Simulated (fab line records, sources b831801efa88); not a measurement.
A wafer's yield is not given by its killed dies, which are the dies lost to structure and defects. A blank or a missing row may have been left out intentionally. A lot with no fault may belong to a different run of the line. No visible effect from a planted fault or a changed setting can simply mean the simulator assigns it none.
fab line records + flow sky130
record
- lots=7
- wafers=21
- last_day=50
route steps=708 shown SD_N@344 PAD_OPEN@708
lots with no fault: from the same line, run without faults
start_h: start of the lot's first displayed wafer, in hours after the record's first day + wait_h: hours since the lot's step before + " the same as in the row above + L1.1+2: several wafers, shown together as one row + - no value present, or no start provided + * or withheld: withheld + < > ~ a bound
route shown NAME@n: names a module that has steps shown in the file, with the first one's number in the route + usual: average and standard deviation across the fault-free wafers + same: alike in all rows + chamber/n: place in a boat + sites: per-site readings + _std_site: the standard deviation of these + _edge_site: the outer-site mean with the inner-site mean subtracted + radius_mm: for every site, how far away it sits from the centre of the wafer + mask NAME#n: copy n + behind: the tool/chamber that last shaped the wafer + hold: why the lot went on hold/how many hours it stayed there/how the hold came to an end + device: the transistor (n, p or np) that didn't switch + end of line: the tests these same wafers got at the end of their route + for a step that has no rows: nothing shown but its recipe + killed: count of dies lost to structure and defects at first sort (not the wafer's yield) + map: a wafer's dies, marking killed ones x, the rest . and places with no die _
set.NAME: the setting the step ran with; set.NAME@STEP: the setting that earlier step ran with + model.NAME: the simulator's own value behind a step, which no gauge read
a table for each step, a row for each wafer; lots at some steps of the route
services: from which hour (start_h, from the record's first day; less than 0 if before it) a tool's chamber was out of use, for how many hours, and why
## steps
# step SKY_SD_N_COAT_02
# recipe
- resist=NOVOLAK
- spin_rpm=3000
- resist_thk_nm=1140
# step SKY_SD_N_SOFTBAKE_03
# recipe
- temp_c=90
- time_s=60
- resist=NOVOLAK
# step SKY_SD_N_EXPOSE_04
# recipe
- mask_id=NSDM
- na=0.6
- source_shape=conventional
- sigma_outer=0.6
- polarization=unpolarized
- target_cd_nm=380
- dose_mj=137.5
# step SKY_SD_N_PEB_05
# recipe
- temp_c=withheld
- time_s=*
- resist=NOVOLAK
# step SKY_SD_N_DEVELOP_06
# recipe
- resist=NOVOLAK
- developer=TMAH
- develop_time_s=60
- dev_temp_c=23
# step SKY_SD_N_CD_MEAS_07
# recipe
- target_cd_nm=380
# usual
- cd_nm=379.9/2.6
| lot.wafer | tool      | chamber | start_h | wait_h | cd_nm |
|-----------|-----------|---------|---------|--------|-------|
| L242.3    | cd_sem-01 | -       | 686.98  | 0.1    | 374.5 |
| L242.5    | "         | -       | "       | "      | 376.1 |
| L242.6    | "         | -       | "       | "      | 375.7 |
| L243.1    | cd_sem-01 | -       | 691.49  | 0.1    | 381.3 |
| L243.2    | "         | -       | "       | "      | 382.5 |
| L243.6    | "         | -       | "       | "      | 385.5 |
| L245.1    | cd_sem-01 | -       | 723.13  | 0.1    | 382.7 |
| L245.3    | "         | -       | "       | "      | 382.9 |
| L245.4    | "         | -       | "       | "      | 382.5 |
| L248.1    | cd_sem-01 | -       | 732.24  | 0.1    | 376.4 |
| L248.2    | "         | -       | "       | "      | 379.5 |
| L248.6    | "         | -       | "       | "      | 378.7 |
| L250.1    | cd_sem-01 | -       | 747.49  | 0.1    | 377.2 |
| L250.2    | "         | -       | "       | "      | 377.2 |
| L250.4    | "         | -       | "       | "      | 380.0 |
| L257.3    | cd_sem-01 | -       | 800.43  | 0.1    | 373.6 |
| L257.4    | "         | -       | "       | "      | 374.2 |
| L257.6    | "         | -       | "       | "      | 376.9 |
| L260.4    | cd_sem-01 | -       | 829.35  | 0.1    | 378.0 |
| L260.5    | "         | -       | "       | "      | 378.6 |
| L260.6    | "         | -       | "       | "      | 378.1 |
# step SKY_SD_N_OVL_MEAS_08
# usual
- SD_N_OVL=-0.2/1.6
| lot.wafer | tool       | chamber | start_h | wait_h | SD_N_OVL[nm] |
|-----------|------------|---------|---------|--------|--------------|
| L242.3    | overlay-01 | -       | 687.07  | 0.1    | -3.5         |
| L242.5    | "          | -       | "       | "      | -1.6         |
| L242.6    | "          | -       | "       | "      | 0.4          |
| L243.1    | overlay-02 | -       | 691.61  | 0.1    | 1.3          |
| L243.2    | "          | -       | "       | "      | 1.2          |
| L243.6    | "          | -       | "       | "      | -0.7         |
| L245.1    | overlay-01 | -       | 723.25  | 0.1    | -1.7         |
| L245.3    | "          | -       | "       | "      | -1.1         |
| L245.4    | "          | -       | "       | "      | -1.8         |
| L248.1    | overlay-02 | -       | 732.36  | 0.1    | 1.0          |
| L248.2    | "          | -       | "       | "      | 0.1          |
| L248.6    | "          | -       | "       | "      | 2.5          |
| L250.1    | overlay-01 | -       | 747.61  | 0.1    | -0.2         |
| L250.2    | "          | -       | "       | "      | 0.7          |
| L250.4    | "          | -       | "       | "      | 0.9          |
| L257.3    | overlay-01 | -       | 800.52  | 0.1    | 1.1          |
| L257.4    | "          | -       | "       | "      | 0.0          |
| L257.6    | "          | -       | "       | "      | -0.5         |
| L260.4    | overlay-02 | -       | 829.43  | 0.1    | -3.1         |
| L260.5    | "          | -       | "       | "      | -0.5         |
| L260.6    | "          | -       | "       | "      | -1.3         |
# step SKY_SD_N_IMPLANT_09
# recipe
- species=As
- energy_kev=50
- dose_cm2=4e+15
- tilt_deg=0
# step SKY_SD_N_IMPLANT_10
# recipe
- species=P
- energy_kev=20
- dose_cm2=1e+14
- tilt_deg=0
# step SKY_SD_N_STRIP_11
# recipe
- chemistry=O2/N2
- power_w=1400
- pressure_mtorr=1500
- platen_temp_c=withheld
- o2_flow_sccm=3000
- n2_flow_sccm=300
- overash_fraction=0.5
# usual
- drypump_motor_current_A=5.8/0.31
- o2_flow_sccm=3000/9
- oes_product_au=0.527/0.0041
- strip_time_to_endpoint_s=22.54/0.043
| lot.wafer | tool            | chamber | start_h | wait_h | drypump_motor_current_A | o2_flow_sccm | oes_product_au | rf_hours_counter_h | strip_time_to_endpoint_s |
|-----------|-----------------|---------|---------|--------|-------------------------|--------------|----------------|--------------------|--------------------------|
| L242.3    | plasma_asher-01 | 1       | 687.42  | 0.1    | 6.1                     | 2987         | 0.534          | -                  | 22.56                    |
| L242.5    | "               | 0       | "       | "      | 5.5                     | 2999         | 0.526          | -                  | 22.54                    |
| L242.6    | "               | 1       | "       | "      | 6.1                     | 2994         | 0.526          | -                  | 22.58                    |
| L243.1    | plasma_asher-01 | 1       | 691.94  | 0.1    | 6.1                     | 2986         | 0.525          | 59                 | 22.56                    |
| L243.2    | "               | 0       | "       | "      | 5.5                     | 2993         | 0.524          | 59                 | 22.58                    |
| L243.6    | "               | 1       | "       | "      | 6.1                     | 3003         | 0.527          | -                  | 22.54                    |
| L245.1    | plasma_asher-01 | 0       | 723.59  | 0.1    | 5.5                     | 2985         | 0.526          | 62                 | 22.56                    |
| L245.3    | "               | 1       | "       | "      | 6.1                     | 2997         | 0.532          | -                  | 22.55                    |
| L245.4    | "               | 0       | "       | "      | 5.5                     | 3008         | 0.526          | -                  | 22.57                    |
| L248.1    | plasma_asher-02 | 0       | 732.69  | 0.1    | 5.6                     | 3003         | 0.537          | 30                 | 22.50                    |
| L248.2    | "               | 1       | "       | "      | 5.9                     | 3008         | 0.529          | 30                 | 22.51                    |
| L248.6    | "               | 0       | "       | "      | 5.6                     | 3013         | 0.524          | -                  | 22.51                    |
| L250.1    | plasma_asher-02 | 0       | 747.94  | 0.1    | 5.6                     | 3001         | 0.528          | 32                 | 22.51                    |
| L250.2    | "               | 1       | "       | "      | 5.8                     | 3000         | 0.533          | 32                 | 22.52                    |
| L250.4    | "               | 1       | "       | "      | 5.8                     | 3003         | 0.525          | -                  | 22.59                    |
| L257.3    | plasma_asher-02 | 1       | 800.88  | 0.1    | 5.9                     | 3008         | 0.525          | -                  | 22.58                    |
| L257.4    | "               | 0       | "       | "      | 5.6                     | 2984         | 0.530          | -                  | 22.64                    |
| L257.6    | "               | 1       | "       | "      | 5.9                     | 3011         | 0.534          | -                  | 22.58                    |
| L260.4    | plasma_asher-02 | 0       | 829.78  | 0.1    | 5.5                     | 2988         | 0.532          | -                  | 22.59                    |
| L260.5    | "               | 1       | "       | "      | 5.9                     | 3009         | 0.526          | -                  | 22.57                    |
| L260.6    | "               | 0       | "       | "      | 5.6                     | 2988         | 0.524          | -                  | 22.59                    |
# step SKY_SD_N_TW_MEAS_12
# usual
- SD_N_TW=3985/30
| lot.wafer | tool          | chamber | start_h | wait_h | SD_N_TW |
|-----------|---------------|---------|---------|--------|---------|
| L242.3    | film_metro-01 | -       | 687.51  | 0.1    | 4016    |
| L242.5    | "             | -       | "       | "      | 3981    |
| L242.6    | "             | -       | "       | "      | 3990    |
| L243.1    | film_metro-02 | -       | 692.04  | 0.1    | 3979    |
| L243.2    | "             | -       | "       | "      | 3985    |
| L243.6    | "             | -       | "       | "      | 3963    |
| L245.1    | film_metro-01 | -       | 723.69  | 0.1    | 4020    |
| L245.3    | "             | -       | "       | "      | 4005    |
| L245.4    | "             | -       | "       | "      | 3990    |
| L248.1    | film_metro-01 | -       | 732.79  | 0.1    | 4013    |
| L248.2    | "             | -       | "       | "      | 4019    |
| L248.6    | "             | -       | "       | "      | 4016    |
| L250.1    | film_metro-03 | -       | 748.04  | 0.1    | 4018    |
| L250.2    | "             | -       | "       | "      | 4018    |
| L250.4    | "             | -       | "       | "      | 4014    |
| L257.3    | film_metro-01 | -       | 800.96  | 0.1    | 4018    |
| L257.4    | "             | -       | "       | "      | 4009    |
| L257.6    | "             | -       | "       | "      | 4019    |
| L260.4    | film_metro-02 | -       | 829.87  | 0.1    | 3938    |
| L260.5    | "             | -       | "       | "      | 3936    |
| L260.6    | "             | -       | "       | "      | 3943    |
# step SKY_SD_N_CLEAN_13
# recipe
- chemistry=SC1/SC2
- mix=1:4:20
- temp_c=70
- time_s=150
- dry=n2_spin
# step SKY_SD_N_RTA_14
# recipe
- temp_c=1075
- time_s=2
- idle_temp_c=650
- ramp_up_c_per_s=150
- ramp_down_c_per_s=90
- ambient=N2
# usual
- lamp_power_pct=15.74/0.051
- ramp_down_c_per_s=90.002/0.016
- wafer_temp_C_max=1077.9/1.1
| lot.wafer | tool          | chamber | start_h | wait_h | lamp_power_pct | ramp_down_c_per_s | wafer_temp_C_max |
|-----------|---------------|---------|---------|--------|----------------|-------------------|------------------|
| L242.3    | rtp_anneal-01 | 0       | 687.62  | 0.0    | 15.80          | 90.014            | 1077.9           |
| L242.5    | "             | 0       | "       | "      | 15.68          | 90.009            | 1077.9           |
| L242.6    | "             | 0       | "       | "      | 15.75          | 89.983            | 1078.1           |
| L243.1    | rtp_anneal-02 | 0       | 692.16  | 0.0    | 15.81          | 36.007            | 1078.0           |
| L243.2    | "             | 0       | "       | "      | 15.73          | 35.994            | 1078.2           |
| L243.6    | "             | 0       | "       | "      | 15.76          | 35.986            | 1078.5           |
| L245.1    | rtp_anneal-02 | 0       | 723.80  | 0.0    | 15.76          | 36.005            | 1078.6           |
| L245.3    | "             | 0       | "       | "      | 15.83          | 35.978            | 1076.5           |
| L245.4    | "             | 0       | "       | "      | 15.74          | 36.018            | 1078.8           |
| L248.1    | rtp_anneal-02 | 0       | 732.90  | 0.0    | 15.77          | 36.001            | 1080.5           |
| L248.2    | "             | 0       | "       | "      | 15.76          | 36.002            | 1079.8           |
| L248.6    | "             | 0       | "       | "      | 15.73          | 36.034            | 1077.7           |
| L250.1    | rtp_anneal-01 | 0       | 748.15  | 0.0    | 15.67          | 90.005            | 1077.2           |
| L250.2    | "             | 0       | "       | "      | 15.72          | 89.987            | 1079.7           |
| L250.4    | "             | 0       | "       | "      | 15.74          | 90.006            | 1077.7           |
| L257.3    | rtp_anneal-02 | 0       | 801.08  | 0.0    | 15.74          | 90.009            | 1078.8           |
| L257.4    | "             | 0       | "       | "      | 15.72          | 90.000            | 1079.2           |
| L257.6    | "             | 0       | "       | "      | 15.76          | 89.982            | 1079.8           |
| L260.4    | rtp_anneal-01 | 0       | 829.99  | 0.0    | 15.65          | 90.012            | 1077.8           |
| L260.5    | "             | 0       | "       | "      | 15.81          | 90.019            | 1075.7           |
| L260.6    | "             | 0       | "       | "      | 15.60          | 89.974            | 1079.9           |
# step SKY_PAD_OPEN_PROBE_99
# usual
- killed_at_M0_to_M3=43/7.7
- killed_at_M4_up=2.9/1.7
- killed_at_contacts=24/5.5
- killed_at_front_end=15/4
- killed_at_other=0.4/0.66
- killed_dies=86/9.4
- killed_open=47/6.7
- killed_short=38/6.2
# same
- gross_dies=492
- killed_at_back_side=0
| lot.wafer | tool      | chamber | start_h | wait_h | killed_at_M0_to_M3 | killed_at_M4_up | killed_at_contacts | killed_at_front_end | killed_at_other | killed_dies | killed_open | killed_short | model.etest.res_xhigh_po.line_ohm_um | model.etest.res_xhigh_po.rs_ohm_sq | model.etest.res_pdiff.line_ohm_um | model.etest.res_high_po.line_ohm_um | model.etest.licon_pdiff.rc_ohm | model.etest.licon_high_po.rc_ohm | model.etest.res_high_po.rs_ohm_sq | model.etest.pfet_01v8.drive_ua_um |
|-----------|-----------|---------|---------|--------|--------------------|-----------------|--------------------|---------------------|-----------------|-------------|-------------|--------------|--------------------------------------|------------------------------------|-----------------------------------|-------------------------------------|--------------------------------|----------------------------------|-----------------------------------|-----------------------------------|
| L242.3    | prober-01 | -       | 1105.76 | 0.2    | 57                 | 5               | 13                 | 12                  | 0               | 87          | 52          | 35           | 5950                                 | 2050                               | 1345                              | 772.1                               | 592.3                          | 365.9                            | 267.4                             | 198.6                             |
| L242.5    | prober-01 | -       | 1105.86 | 0.2    | 40                 | 3               | 27                 | 18                  | 2               | 90          | 54          | 36           | 5801                                 | 2072                               | 1357                              | 753.7                               | 580                            | 358.6                            | 265                               | 183.4                             |
| L242.6    | prober-01 | -       | 1105.91 | 0.2    | 34                 | 4               | 23                 | 27                  | 0               | 88          | 46          | 41           | 6019                                 | 2113                               | 1370                              | 773.8                               | 575.3                          | 358.4                            | 270.7                             | 191.7                             |
| L243.1    | prober-02 | -       | 1107.96 | 0.1    | 59                 | 6               | 22                 | 13                  | 1               | 101         | 61          | 40           | 5023                                 | 1772                               | 1329                              | 714.6                               | 615.1                          | 323.8                            | 247.9                             | 203.9                             |
| L243.2    | prober-02 | -       | 1108.01 | 0.1    | 39                 | 7               | 28                 | 14                  | 0               | 88          | 57          | 31           | 5057                                 | 1785                               | 1287                              | 715.6                               | 609.1                          | 318.8                            | 250.6                             | 198.9                             |
| L243.6    | prober-02 | -       | 1108.21 | 0.2    | 41                 | 3               | 22                 | 24                  | 0               | 90          | 43          | 47           | 5029                                 | 1738                               | 1333                              | 725.5                               | 620                            | 308.8                            | 250.1                             | 209.3                             |
| L245.1    | prober-02 | -       | 1131.25 | 0.1    | 35                 | 5               | 27                 | 12                  | 0               | 79          | 42          | 37           | 5186                                 | 1826                               | 1285                              | 704.4                               | 631.8                          | 319.5                            | 243.9                             | 218.3                             |
| L245.3    | prober-02 | -       | 1131.35 | 0.2    | 45                 | 4               | 25                 | 20                  | 0               | 94          | 51          | 42           | 5401                                 | 1846                               | 1305                              | 718.2                               | 621.1                          | 314.9                            | 246.5                             | 223.6                             |
| L245.4    | prober-02 | -       | 1131.40 | 0.2    | 45                 | 2               | 26                 | 11                  | 0               | 84          | 52          | 32           | 5251                                 | 1837                               | 1282                              | 706.6                               | 611.7                          | 313.1                            | 244.7                             | 212.2                             |
| L248.1    | prober-02 | -       | 1136.39 | 0.1    | 46                 | 1               | 21                 | 14                  | 0               | 82          | 44          | 37           | 5158                                 | 1837                               | 1326                              | 700.6                               | 648.3                          | 340.2                            | 248.2                             | 192.9                             |
| L248.2    | prober-02 | -       | 1136.44 | 0.1    | 48                 | 1               | 24                 | 10                  | 0               | 83          | 46          | 37           | 5497                                 | 1946                               | 1326                              | 735.4                               | 605.4                          | 338.4                            | 260.7                             | 198.4                             |
| L248.6    | prober-02 | -       | 1136.64 | 0.2    | 33                 | 1               | 30                 | 15                  | 1               | 80          | 47          | 33           | 5314                                 | 1891                               | 1323                              | 714.4                               | 633.5                          | 338.5                            | 256.7                             | 192.5                             |
| L250.1    | prober-01 | -       | 1150.42 | 0.1    | 43                 | 4               | 29                 | 15                  | 0               | 91          | 43          | 48           | 5775                                 | 2110                               | 1384                              | 760.1                               | 589.5                          | 365.6                            | 267.6                             | 179.9                             |
| L250.2    | prober-01 | -       | 1150.47 | 0.1    | 54                 | 3               | 16                 | 14                  | 0               | 87          | 44          | 43           | 5223                                 | 1890                               | 1363                              | 713.6                               | 581.6                          | 342.3                            | 252.7                             | 182.2                             |
| L250.4    | prober-01 | -       | 1150.57 | 0.2    | 43                 | 3               | 20                 | 10                  | 0               | 76          | 42          | 34           | 5588                                 | 1973                               | 1404                              | 733.6                               | 572.5                          | 342.8                            | 258.9                             | 186.1                             |
| L257.3    | prober-02 | -       | 1183.77 | 0.2    | 32                 | 2               | 27                 | 16                  | 0               | 77          | 50          | 27           | 5601                                 | 1968                               | 1403                              | 742.1                               | 586.5                          | 341.1                            | 260.2                             | 190.2                             |
| L257.4    | prober-02 | -       | 1183.82 | 0.2    | 47                 | 3               | 14                 | 15                  | 1               | 80          | 43          | 36           | 5578                                 | 1986                               | 1346                              | 757.3                               | 590.9                          | 341.1                            | 262.8                             | 190.4                             |
| L257.6    | prober-02 | -       | 1183.92 | 0.2    | 36                 | 2               | 24                 | 7                   | 0               | 69          | 41          | 27           | 5761                                 | 2004                               | 1355                              | 759.8                               | 574                            | 342.7                            | 261.9                             | 196.1                             |
| L260.4    | prober-01 | -       | 1200.41 | 0.2    | 47                 | 4               | 26                 | 11                  | 2               | 90          | 47          | 43           | 5766                                 | 2004                               | 1390                              | 752.9                               | 584.7                          | 339.4                            | 263.1                             | 198.1                             |
| L260.5    | prober-01 | -       | 1200.46 | 0.2    | 31                 | 3               | 20                 | 9                   | 1               | 64          | 42          | 22           | 5775                                 | 1994                               | 1368                              | 753.4                               | 583.6                          | 345.9                            | 265.2                             | 198.2                             |
| L260.6    | prober-01 | -       | 1200.51 | 0.2    | 51                 | 4               | 20                 | 13                  | 2               | 90          | 51          | 39           | 5886                                 | 2032                               | 1384                              | 767.9                               | 576.9                          | 337.2                            | 266.4                             | 200.1                             |
# killed by level:class
L242.3 VIA1:geometric_particle:open=16 VIA3:geometric_particle:open=9 VIA2:geometric_particle:open=7 LOCAL_INTERCONNECT:geometric_particle:short=5 VIA1:geometric_particle:short=5 FIELD_ISO:geometric_particle:open=4 POLY_GATE:geometric_particle:open=4 METAL2:geometric_particle:short=4
L242.5 VIA1:geometric_particle:open=14 CONTACT:geometric_particle:open=9 VIA2:geometric_particle:open=8 POLY_GATE:geometric_particle:open=6 LOCAL_INTERCONNECT:geometric_particle:short=6 VIA3:geometric_particle:open=6 POLY_GATE:geometric_particle:short=5 FIELD_ISO:geometric_particle:open=4
L242.6 CONTACT:geometric_particle:open=12 FIELD_ISO:geometric_particle:open=9 VIA3:geometric_particle:open=8 POLY_GATE:geometric_particle:short=6 VIA1:geometric_particle:short=6 VIA1:geometric_particle:open=6 FIELD_ISO:geometric_particle:short=5 POLY_GATE:geometric_particle:open=5
L243.1 VIA1:geometric_particle:open=18 CONTACT:geometric_particle:open=12 VIA3:geometric_particle:open=10 VIA2:geometric_particle:open=7 VIA1:geometric_particle:short=7 FIELD_ISO:geometric_particle:open=6 CONTACT:geometric_particle:short=5 METAL1:geometric_particle:short=5
L243.2 CONTACT:geometric_particle:open=16 VIA1:geometric_particle:open=10 VIA3:geometric_particle:open=8 VIA2:geometric_particle:open=6 FIELD_ISO:geometric_particle:short=4 POLY_GATE:geometric_particle:short=4 LI_CONTACT:geometric_particle:open=4 LOCAL_INTERCONNECT:geometric_particle:short=4
L243.6 FIELD_ISO:geometric_particle:short=9 VIA1:geometric_particle:open=8 LI_CONTACT:geometric_particle:open=7 VIA1:geometric_particle:short=7 POLY_GATE:geometric_particle:open=6 LI_CONTACT:geometric_particle:short=5 CONTACT:geometric_particle:short=5 VIA2:geometric_particle:short=5
L245.1 CONTACT:geometric_particle:open=12 LI_CONTACT:geometric_particle:open=5 VIA2:geometric_particle:open=5 VIA3:geometric_particle:open=5 POLY_GATE:geometric_particle:short=4 LOCAL_INTERCONNECT:geometric_particle:short=4 METAL1:geometric_particle:short=4 VIA1:geometric_particle:open=4
L245.3 VIA1:geometric_particle:open=12 VIA2:geometric_particle:open=8 CONTACT:geometric_particle:open=6 LI_CONTACT:geometric_particle:open=5 FIELD_ISO:geometric_particle:open=5 LOCAL_INTERCONNECT:geometric_particle:short=5 LI_CONTACT:geometric_particle:short=5 VIA1:geometric_particle:short=5
L245.4 VIA1:geometric_particle:open=14 LI_CONTACT:geometric_particle:open=12 CONTACT:geometric_particle:open=8 METAL2:geometric_particle:short=6 VIA2:geometric_particle:open=5 VIA3:geometric_particle:short=5 FIELD_ISO:geometric_particle:short=4 VIA3:geometric_particle:open=4
L248.1 VIA2:geometric_particle:open=8 CONTACT:geometric_particle:open=7 VIA3:geometric_particle:open=7 METAL1:geometric_particle:short=6 VIA1:geometric_particle:open=6 VIA3:geometric_particle:short=5 FIELD_ISO:geometric_particle:short=4 LI_CONTACT:geometric_particle:open=4
L248.2 VIA3:geometric_particle:open=10 CONTACT:geometric_particle:open=9 VIA1:geometric_particle:open=8 VIA1:geometric_particle:short=6 VIA2:geometric_particle:open=6 CONTACT:geometric_particle:short=5 LI_CONTACT:geometric_particle:open=4 METAL1:geometric_particle:open=4
L248.6 CONTACT:geometric_particle:open=10 VIA1:geometric_particle:open=9 VIA3:geometric_particle:open=6 LI_CONTACT:geometric_particle:open=5 LI_CONTACT:geometric_particle:short=5 LOCAL_INTERCONNECT:geometric_particle:short=5 FIELD_ISO:geometric_particle:short=4 VIA2:geometric_particle:open=4
L250.1 VIA3:geometric_particle:open=10 CONTACT:geometric_particle:short=8 VIA1:geometric_particle:open=8 CONTACT:geometric_particle:open=7 LOCAL_INTERCONNECT:geometric_particle:short=6 POLY_GATE:geometric_particle:short=5 LI_CONTACT:geometric_particle:open=4 VIA1:geometric_particle:short=4
L250.2 VIA1:geometric_particle:open=14 VIA3:geometric_particle:open=9 VIA3:geometric_particle:short=8 POLY_GATE:geometric_particle:short=5 CONTACT:geometric_particle:short=5 METAL1:geometric_particle:short=5 LI_CONTACT:geometric_particle:open=4 CONTACT:geometric_particle:open=4
L250.4 CONTACT:geometric_particle:open=11 VIA1:geometric_particle:open=10 VIA2:geometric_particle:open=8 METAL1:geometric_particle:short=5 VIA3:geometric_particle:open=5 VIA1:geometric_particle:short=5 CONTACT:geometric_particle:short=4 FIELD_ISO:geometric_particle:short=3
L257.3 CONTACT:geometric_particle:open=12 VIA1:geometric_particle:open=9 VIA3:geometric_particle:open=6 VIA2:geometric_particle:open=4 LI_CONTACT:geometric_particle:open=4 LOCAL_INTERCONNECT:geometric_particle:short=4 CONTACT:geometric_particle:short=4 METAL1:geometric_particle:short=4
L257.4 VIA1:geometric_particle:open=13 FIELD_ISO:geometric_particle:open=6 METAL1:geometric_particle:short=6 LI_CONTACT:geometric_particle:open=5 LOCAL_INTERCONNECT:geometric_particle:short=4 VIA1:geometric_particle:short=4 VIA2:geometric_particle:open=4 VIA3:geometric_particle:open=4
L257.6 VIA1:geometric_particle:open=12 CONTACT:geometric_particle:open=9 VIA2:geometric_particle:open=7 LOCAL_INTERCONNECT:geometric_particle:short=6 LI_CONTACT:geometric_particle:open=5 METAL2:geometric_particle:short=5 FIELD_ISO:geometric_particle:short=2 SPACER:geometric_particle:open=2
L260.4 CONTACT:geometric_particle:open=11 VIA2:geometric_particle:open=8 METAL2:geometric_particle:short=7 VIA3:geometric_particle:open=7 LOCAL_INTERCONNECT:geometric_particle:short=5 VIA1:geometric_particle:open=5 LI_CONTACT:geometric_particle:open=4 CONTACT:geometric_particle:short=4
L260.5 VIA1:geometric_particle:open=13 LI_CONTACT:geometric_particle:open=7 CONTACT:geometric_particle:open=6 VIA2:geometric_particle:open=6 CONTACT:geometric_particle:short=4 FIELD_ISO:geometric_particle:open=3 POLY_GATE:geometric_particle:short=3 METAL1:geometric_particle:short=3
L260.6 VIA1:geometric_particle:open=10 VIA2:geometric_particle:open=9 METAL1:geometric_particle:short=9 CONTACT:geometric_particle:open=8 METAL2:geometric_particle:short=7 LI_CONTACT:geometric_particle:open=5 VIA3:geometric_particle:open=5 FIELD_ISO:geometric_particle:open=4
## services
| tool            | chamber | start_h | hours | kind   |
|-----------------|---------|---------|-------|--------|
| plasma_asher-01 | -       | 806.53  | 1.7   | repair |
| plasma_asher-01 | -       | 829.82  | 1.7   | repair |
## key
first_sign
- step=SKY_SD_N_RTA_14
- reading=ramp_down_c_per_s
- direction=down
- sigmas=99+
- usual=90.002
- struck=36.003
effect none on later readings
model_effect
- step=SKY_PAD_OPEN_PROBE_99
- value=etest.res_xhigh_po.line_ohm_um
- without=5750
- struck=5213
met_at SKY_SD_N_RTA_14
struck_wafers L243.1,L243.2,L243.6,L245.1,L245.3,L245.4,L248.1,L248.2,L248.6
tester_left_out L243,L245,L248
fault
- kind=process_parameter_drift
- tool=rtp_anneal-02
- chamber=-
- onset_h=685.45
- steps=SKY_SD_N_RTA_14
- channel=ramp_down_c_per_s
- offset=-54
- shape=step
- end_h=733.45
- acts_in=these_recipes_only
- stated=90
# tester_left_out: of these lots the tester's yield and bins aren't shown, on N5 and GAA mostly nor the transistor test; their killed dies are dies lost to structure and defects alone, not to doping, threshold or leakage, so they don't give the yield
